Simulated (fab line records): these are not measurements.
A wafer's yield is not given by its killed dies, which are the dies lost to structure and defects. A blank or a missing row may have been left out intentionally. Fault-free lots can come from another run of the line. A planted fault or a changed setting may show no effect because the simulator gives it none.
The same fault as seen by 2 desks || flow gf180mcu || each desk holds nothing but its own numbers, with what lay behind them at the end

== DESK OF THE TOOL OWNER: pvd sputter-04 ==
The tool's own readings at GF_V1_SPUTTER_22 (material TiN, target thk 10 nm, time 40 s): means of the sampled wafers that have a number, for each lot that ran on this tool. Any lot whose mean is over 4 standard deviations away from the usual mean is out of limits and marked OUT; that distance is given in the brackets.
Columns: A = chamber pressure pa at GF_V1_SPUTTER_22, usual 5.002 Pa; B = throttle valve pct at GF_V1_SPUTTER_22, usual 30.2 %
{"lot": "L625", "first seen here": "day 18 06:38", "A": 5.006, "B": 30.0}
{"lot": "L627", "first seen here": "day 19 09:50", "A": "5.149 (+15) OUT", "B": 30.2}
{"lot": "L628", "first seen here": "day 19 21:07", "A": "5.152 (+15) OUT", "B": 29.5}
{"lot": "L638", "first seen here": "day 23 08:30", "A": 5.002, "B": 30.0}
{"lot": "L639", "first seen here": "day 23 18:00", "A": 5.016, "B": 30.6}
{"lot": "L640", "first seen here": "day 24 01:42", "A": 5.000, "B": 30.7}
{"lot": "L643", "first seen here": "day 24 20:12", "A": 4.999, "B": 30.0}
{"lot": "L644", "first seen here": "day 25 05:53", "A": 4.994, "B": 30.0}
This desk's verdict: out of limits on L627, L628, starting with L627 at day 19 09:50 (chamber pressure pa at GF_V1_SPUTTER_22). L625, L638, L639, L640, L643, L644: within limits.

== METROLOGY DESK ==
Means of the sampled wafers that have a number, per lot and without regard to the tool the lot ran on: this is what the gauges read. Any lot whose mean is over 4 standard deviations away from the usual mean is out of limits and marked OUT; that distance is given in the brackets.
Columns: A = V4_CVD_02_THK at GF_V4_THK_MEAS_03, usual 849 nm
{"lot": "L625", "first seen here": "day 23 13:17", "A": 847}
{"lot": "L626", "first seen here": "day 24 02:50", "A": 854}
{"lot": "L627", "first seen here": "day 24 14:59", "A": 843}
{"lot": "L628", "first seen here": "day 25 01:32", "A": 847}
{"lot": "L636", "first seen here": "day 27 11:41", "A": 846}
{"lot": "L638", "first seen here": "day 28 03:57", "A": 849}
{"lot": "L639", "first seen here": "day 28 09:26", "A": 849}
{"lot": "L640", "first seen here": "day 28 18:22", "A": 855}
{"lot": "L641", "first seen here": "day 28 21:46", "A": 843}
{"lot": "L643", "first seen here": "day 29 09:49", "A": 859}
{"lot": "L644", "first seen here": "day 29 18:20", "A": 855}
{"lot": "L646", "first seen here": "day 30 08:34", "A": 849}
{"lot": "L647", "first seen here": "day 30 11:30", "A": 842}
This desk found nothing out of limits on any of the 13 lots.

== TAKEN TOGETHER ==
On L627, L628, at day 19 09:50, an alarm was possible from the tool owner's desk.
From the metrology desk's view, nothing was out of limits.
The metrology desk holds a record of L627, L628, inside its limits.
The lots listed all ran GF_V1_SPUTTER_22 on pvd sputter-04.

== WHAT WAS PUT IN BY THE SIMULATOR ==
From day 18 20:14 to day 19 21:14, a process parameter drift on pvd sputter-04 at GF_V1_SPUTTER_22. Setting chamber pressure pa, moved by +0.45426, from 5. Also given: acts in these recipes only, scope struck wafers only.
Shown lots that were struck: L627, L628.
How many hours passed from the start of the fault until each desk's first out-of-limits reading: the tool owner's desk, 14.
